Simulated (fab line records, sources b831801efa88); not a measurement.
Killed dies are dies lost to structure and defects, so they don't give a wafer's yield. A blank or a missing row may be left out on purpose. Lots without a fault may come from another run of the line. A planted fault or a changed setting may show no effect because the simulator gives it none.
Problem report in the 8D (eight disciplines) form, filled by code | flow sky130 | the parts of the form that need people (team, actions taken, sign-off) are left out

1. THE PROBLEM
rf_fwd_power_W at SKY_METAL2_ETCH_18 reads a mean of 416.0 W on 6 wafers of 2 lots; wafers without a fault read 494.8 W with a standard deviation of 2.7. That is -29 standard deviations from the usual mean.
The step: etches BARC in N2/H2, stops on SiO2, time 45.9 s, target depth 60 nm.
First seen on wafer L694.1, day 40 10:47, on rie_metal-01. The record holds 18 wafers of 6 lots with a number at this step. Rule for "out", or "out of limits": more than 4 standard deviations from the usual mean. The other wafers with a number count as sound.

2. WHAT IT IS AND WHAT IT IS NOT
question                    | is                     | is not
which readings at this step | rf_fwd_power_W         | drypump_motor_current_A, oes_product_au, throttle_valve_pct
which lots                  | L694, L695             | L678, L685, L697, L698
which wafers of those lots  | all that have a number | -
read on which tools         | rie_metal-01           | rie_metal-02, rie_metal-03
when                        | from day 40 10:47      | up to then (6 sound wafers); but 6 sound wafers of L697, L698 came after

3. SUSPECTS, AND WHAT RULES EACH OUT
Counting: a tool at a process step up to the reading stays a suspect if it ran every lot that is out and no sound lot after the first of them.
- rie_metal-01 at SKY_METAL2_DESCUM_17 (chemistry O2, time 8 s): kept. It ran every lot that is out, first L694 (day 40 10:46), and no sound lot after that; its last sound lot up to then is L685 (day 38 03:37).
- rie_metal-01 at SKY_METAL2_ETCH_18 (etches BARC in N2/H2, stops on SiO2, time 45.9 s, target depth 60 nm): kept. It ran every lot that is out, first L694 (day 40 10:47), and no sound lot after that; its last sound lot up to then is L685 (day 38 03:38). Its own readings are out on those wafers: rf_fwd_power_W.
Left after counting: rie_metal-01 at SKY_METAL2_DESCUM_17, rie_metal-01 at SKY_METAL2_ETCH_18.

4. THE CAUSE (what the simulator had put in)
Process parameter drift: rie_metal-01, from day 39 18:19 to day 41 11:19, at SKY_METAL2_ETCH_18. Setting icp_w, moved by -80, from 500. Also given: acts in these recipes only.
Counting left 2 suspects, and this tool is among them.

5. THE CHAIN OF EFFECTS, in route order
Each row: a reading whose mean over the struck wafers that have a number lies more than 3 standard deviations from the usual. Only readings for which the record gives a usual standard deviation are gone through. hours: the time from each lot's start at the first step in this table that gives one to its start at this step, as a median over the lots. sigmas: the change in usual standard deviations.
hours | step               | reading        | usual   | on struck wafers | change | sigmas
0     | SKY_METAL2_ETCH_18 | rf_fwd_power_W | 494.8 W | 416.0            | -78.8  | -29
The process steps in it:
- SKY_METAL2_ETCH_18: etches BARC in N2/H2, stops on SiO2, time 45.9 s, target depth 60 nm.

6. WHAT WOULD HAVE CAUGHT IT SOONER
In this record the first reading out of limits was taken at day 40 10:47, 16 hours after the fault began at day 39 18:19.
